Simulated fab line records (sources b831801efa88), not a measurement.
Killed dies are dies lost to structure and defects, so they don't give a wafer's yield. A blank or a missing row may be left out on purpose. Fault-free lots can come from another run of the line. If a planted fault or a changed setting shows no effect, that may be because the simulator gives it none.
A single fault, viewed from 2 desks    flow sky130    what lay behind the numbers comes last; until then each desk has only its own

== AT THE METROLOGY DESK ==
What the gauges read for every lot (on any tool): the sampled wafers with a number, averaged. A lot is out of limits, marked OUT, if its mean lies more than 4 standard deviations from the usual mean; the brackets give that distance.
Columns: A = cd_nm at SKY_SONOS_TUNNEL_CD_MEAS_07, usual 409.7 nm; B = LDD_HVP_TW at SKY_LDD_HVP_TW_MEAS_10, usual 455.9
lot   first seen here  A      B
L645  day 12 07:07     411.4  457.4
L646  day 12 12:13     408.2  456.9
L648  day 13 09:04     408.0  454.8
L649  day 13 18:50     407.6  459.8
L650  day 14 01:07     415.9  458.3
L652  day 14 14:45     409.3  452.7
L654  day 15 09:52     408.6  458.0
L655  day 15 15:52     405.7  459.9
L662  day 18 00:56     415.4  456.6
L663  day 18 08:29     418.6  457.5
L664  day 18 13:49     409.2  459.3
L665  day 18 23:24     407.9  452.8
Result from this desk: across the 12 lots, nothing is out of limits.

== THE TOOL OWNER'S DESK: litho_track-04 ==
The tool's own readings at SKY_SONOS_TUNNEL_COAT_02 (resist thk 1140 nm): means of the sampled wafers that have a number, for each lot that ran on this tool. A lot is out of limits, marked OUT, if its mean lies more than 4 standard deviations from the usual mean; the brackets give that distance.
Columns: A = spin_speed_rpm at SKY_SONOS_TUNNEL_COAT_02, usual 3000.6 rpm
lot   first seen here  A
L646  day 11 23:29     3003.1
L652  day 14 01:07     3000.5
L655  day 15 01:28     3001.9
L662  day 17 10:17     3437.2 (+99 or more) OUT
L663  day 17 16:25     3437.7 (+99 or more) OUT
This desk's finding: out of limits on L662, L663; first on L662, day 17 10:17 (spin_speed_rpm at SKY_SONOS_TUNNEL_COAT_02). L646, L652, L655: within limits.

== PUT TOGETHER ==
The tool owner's desk could have raised an alarm at day 17 10:17, on L662, L663.
The metrology desk saw nothing out of limits.
The metrology desk holds a record of L662, L663, inside its limits.
The lots listed all ran SKY_SONOS_TUNNEL_COAT_02 on litho_track-04.

== WHAT THE SIMULATOR PUT IN ==
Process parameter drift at SKY_SONOS_TUNNEL_COAT_02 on litho_track-04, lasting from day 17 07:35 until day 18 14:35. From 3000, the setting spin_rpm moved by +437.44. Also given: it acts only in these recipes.
Struck lots among those shown: L662, L663.
Hours from the fault's start to each desk's first reading out of limits: the tool owner's desk, 3.
